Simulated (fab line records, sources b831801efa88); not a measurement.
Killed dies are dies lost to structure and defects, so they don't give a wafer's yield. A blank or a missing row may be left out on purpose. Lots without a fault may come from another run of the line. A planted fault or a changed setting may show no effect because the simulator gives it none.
A struck lot beside a sound one | flow sky130 | 16 steps out of a route of 708
Sound: wafers L864.2, L864.4, L864.6. Struck: wafers L872.3, L872.5, L872.6. The cause comes at the end.
At each step with rows: each side's tool, then ch and its chambers, then its first start. Under that, the readings that differ: sound wafers | struck wafers | difference of the means | sigmas: that difference in standard deviations of wafers without a fault.
alike: readings whose means differ by less than 2 such deviations, and words and numbers that are the same on both sides. not compared: withheld readings, readings that some wafer has no value for, bounds like >300 that may hide the same value, and numbers for which the record gives no deviation and whose values overlap.
The two part at a step that has a row with sigmas, a row that says differs or no value, or rows on one side only. Numbers that don't overlap but have no deviation are shown without sigmas and don't part them. A reading that every wafer of one side lacks parts them only if that side has two wafers or more.

SKY_LOCAL_INTERCONNECT_THK_MEAS_02: measures by xrf.
  sound on film_metro-04, day 29 04:06; struck on film_metro-04, day 32 18:22
  alike: LOCAL_INTERCONNECT_TIN_THK
then, 8 steps without rows for these wafers: SKY_LOCAL_INTERCONNECT_DEHYDRATE_03 (time 60 s); SKY_LOCAL_INTERCONNECT_HMDS_04 (prime time 60 s); SKY_LOCAL_INTERCONNECT_COAT_05 (resist thk 60 nm); SKY_LOCAL_INTERCONNECT_COAT_06 (resist thk 450 nm); SKY_LOCAL_INTERCONNECT_SOFTBAKE_07 (time 90 s); SKY_LOCAL_INTERCONNECT_EXPOSE_08 (exposes mask LI1M, target cd 170 nm); SKY_LOCAL_INTERCONNECT_PEB_09; SKY_LOCAL_INTERCONNECT_DEVELOP_10 (develop time 60 s).
SKY_LOCAL_INTERCONNECT_CD_MEAS_11: target cd 170 nm.
  sound on cd_sem-02, day 30 06:53; struck on cd_sem-02, day 33 22:07
  reading    | sound             | struck            | difference | sigmas
  cd_nm (nm) | 168.3 169.1 168.4 | 172.2 171.1 171.2 | +2.9       | +2
SKY_LOCAL_INTERCONNECT_OVL_MEAS_12:
  sound on overlay-01, day 30 07:00; struck on overlay-02, day 33 22:12
  alike: LOCAL_INTERCONNECT_OVL
SKY_LOCAL_INTERCONNECT_ETCH_13: etches BARC in N2/H2, stops on SiO2, time 45.9 s, target depth 60 nm.
  sound on rie_metal-01 ch 0, day 30 07:02; struck on rie_metal-02 ch 0,1, day 33 22:15
  alike: bias_w, chamber_pressure_mTorr, drypump_motor_current_A, oes_product_au, throttle_valve_pct
  not compared: rf_hours_counter_h
SKY_LOCAL_INTERCONNECT_METAL_ETCH_14: etches TiN in Cl2/BCl3, stops on PSG, target depth 110 nm, time 31.4 s.
  sound on rie_metal-01 ch 0, day 30 07:08; struck on rie_metal-02 ch 0,1, day 33 22:19
  no value came back on the struck wafers for any of 5 readings (bcl3_flow_sccm (sccm), bias_w (W) and others); on the sound wafers bcl3_flow_sccm (sccm) reads 29.88 30.01 29.94
  reading                                                   | sound             | struck            | difference | sigmas
  model.KrF-thick_of_LOCAL_INTERCONNECT_COAT_06.thk_nm (nm) | 349.2 350.5 350.2 | 393.9 392.5 392.8 | +43.1      |
  not compared: rf_hours_counter_h
SKY_LOCAL_INTERCONNECT_STRIP_15: strips in O2/N2.
  sound on plasma_asher-03 ch 0,1, day 30 07:14; struck on plasma_asher-03 ch 0,1, day 33 22:22
  reading                      | sound             | struck            | difference | sigmas
  oes_product_au (a.u.)        | 0.432 0.422 0.437 | 0.451 0.443 0.444 | +0.016     | +3
  strip_time_to_endpoint_s (s) | 4.724 4.748 4.727 | 5.212 5.199 5.200 | +0.471     | +18
  alike: drypump_motor_current_A
  not compared: rf_hours_counter_h
then, 1 step without rows for these wafers: SKY_LOCAL_INTERCONNECT_STRIP_16 (strips in post etch residue remover, time 1200 s).
-- the record jumps here: 15 days lie between the struck wafers' starts before and after (it left off in module LOCAL_INTERCONNECT and takes up again in module PAD_OPEN, whose first step shown is number 708 of the route) --
SKY_PAD_OPEN_PROBE_99:
  the record has rows for the struck wafers here (prober-02, day 48 11:36) and none for the sound ones

WHERE THEY PART
First at SKY_LOCAL_INTERCONNECT_CD_MEAS_11; last, within this record, at SKY_PAD_OPEN_PROBE_99.

WHY: what the simulator had put in
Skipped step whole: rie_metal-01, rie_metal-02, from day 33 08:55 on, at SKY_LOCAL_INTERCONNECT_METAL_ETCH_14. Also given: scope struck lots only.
